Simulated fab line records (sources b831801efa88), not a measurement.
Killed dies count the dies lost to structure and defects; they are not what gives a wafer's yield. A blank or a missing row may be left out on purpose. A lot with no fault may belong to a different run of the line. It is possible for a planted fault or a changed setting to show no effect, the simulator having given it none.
A lot that was struck, set against a sound lot + flow sky130 + 16 out of 708 route steps
Sound: the wafers L390.2, L390.4, L390.5. Wafers L406.2, L406.5, L406.6 were the ones struck. The cause comes at the end.
Order at every step that has rows: each side's tool, ch and its chambers, its first start. Under that, the readings that differ: sound wafers + struck wafers + difference of the means + sigmas: that difference in standard deviations of wafers without a fault.
alike: readings whose means differ by less than 2 such deviations, and words and numbers that are the same on both sides. not compared: withheld readings, readings that some wafer has no value for, bounds like >300 that may hide the same value, and numbers for which the record gives no deviation and whose values overlap.
Wherever a step has rows on one side only, a row that says differs or no value, or a row with sigmas, the two part there. When numbers do not overlap yet have no deviation, they are printed without sigmas and do not part them. Lack of a reading on every wafer of one side parts them only where that side has two or more wafers.

SKY_NWELL_RS_MEAS_29: the measuring method here is four-point-probe.
  sound on filmMetro-01 at day 6 19:32; struck on filmMetro-01 at day 11 06:20
  alike: NWELL_RS
SKY_NWELL_RS_MEAS_31: the measuring method here is four-point-probe.
  sound on filmMetro-01 at day 6 19:47; struck on filmMetro-01 at day 11 06:35
  alike: PWDE_RS
then, 7 steps without rows for these wafers: SKY_VT_ADJUST_HVTP_DEHYDRATE_00 (time 60 s); SKY_VT_ADJUST_HVTP_HMDS_01 (prime time 60 s); SKY_VT_ADJUST_HVTP_COAT_02 (resist thk 1140 nm); SKY_VT_ADJUST_HVTP_SOFTBAKE_03 (time 60 s); SKY_VT_ADJUST_HVTP_EXPOSE_04 (exposes mask HVTPM, target cd 380 nm); SKY_VT_ADJUST_HVTP_PEB_05; SKY_VT_ADJUST_HVTP_DEVELOP_06 (develop time 60 s).
SKY_VT_ADJUST_HVTP_CD_MEAS_07: target cd 380 nm.
  sound on cdSem-01 at day 7 15:07; struck on cdSem-02 at day 12 06:25
  alike: cdNm
SKY_VT_ADJUST_HVTP_OVL_MEAS_08:
  sound on overlay-01 at day 7 15:13; struck on overlay-02 at day 12 06:31
  alike: VT_ADJUST_HVTP_OVL
SKY_VT_ADJUST_HVTP_IMPLANT_09:
  sound on implanter-04 ch 0, day 7 15:16; struck on implanter-03 ch 0, day 12 06:34
  alike: doseIonsCm2, endStationPressureTorr
SKY_VT_ADJUST_HVTP_STRIP_10: strips in O2/N2.
  sound on plasmaAsher-03 ch 1, day 7 15:24; struck on plasmaAsher-01 ch 0,1, day 12 06:42
  alike: drypumpMotorCurrentA, oesProductAu, stripTimeToEndpointS
  not compared: rfHoursCounterH
SKY_VT_ADJUST_HVTP_TW_MEAS_11:
  sound on filmMetro-03 at day 7 15:31; struck on filmMetro-03 at day 12 06:49
| reading           | sound          | struck         | difference | sigmas |
|-------------------|----------------|----------------|------------|--------|
| VT_ADJUST_HVTP_TW | 1361 1371 1364 | 1298 1294 1292 | -71        | -4     |
then, 1 step without rows for these wafers: SKY_VT_ADJUST_LVTN_DEHYDRATE_00 (time 60 s).
-- a jump in the record: the struck wafers' starts before and after are 39 days apart (it breaks off in module VT_ADJUST_LVTN and resumes in module PAD_OPEN, where the first step shown is number 708 of the route) --
SKY_PAD_OPEN_PROBE_99:
  sound on prober-01 at day 47 04:17; struck on prober-01 at day 51 05:35
| reading                               | sound              | struck            | difference | sigmas |
|---------------------------------------|--------------------|-------------------|------------|--------|
| model.etest.tipP.rsOhmSq              | 6964 6955 6928     | 6194 6138 6218    | -766       |        |
| model.etest.tipP.rsOhmSqRange         | 317.7 220.3 175.4  | 760 724.3 787.1   | +519       |        |
| model.etest.tipP.rsOhmSqRimLessCentre | -85.55 102.2 -12.7 | 257.1 271.2 414.1 | +312.8     |        |
| model.etest.pfet_01v8.rOnOhmUm        | 2982 2873 2909     | 2646 2618 2659    | -280       |        |
| model.etest.pfet_01v8.driveUaUm       | 189.3 193.4 193.3  | 226.2 228.2 225.2 | +34.5      |        |
| model.etest.pfet_01v8_mvt.driveUaUm   | 151.2 152.2 151.1  | 186.2 185.4 184.2 | +33.8      |        |
| model.etest.pfet_01v8.driveUaUmRange  | 4.783 7.253 4.835  | 35.89 34.62 34.42 | +29.35     |        |
| model.etest.pfet_01v8_hvt.driveUaUm   | 140 143.1 142.2    | 163.6 165 161.8   | +21.7      |        |
  alike: killed_at_M0_to_M3, killed_at_M4_up, killedAtContacts, killedAtFrontEnd, killedAtOther, killedDies, killedOpen, killedShort

== WHERE THEY PART ==
Only at SKY_VT_ADJUST_HVTP_TW_MEAS_11, within this record. Later steps at which nothing parts them and some readings are alike: SKY_PAD_OPEN_PROBE_99.

WHY: whatever the simulator had introduced
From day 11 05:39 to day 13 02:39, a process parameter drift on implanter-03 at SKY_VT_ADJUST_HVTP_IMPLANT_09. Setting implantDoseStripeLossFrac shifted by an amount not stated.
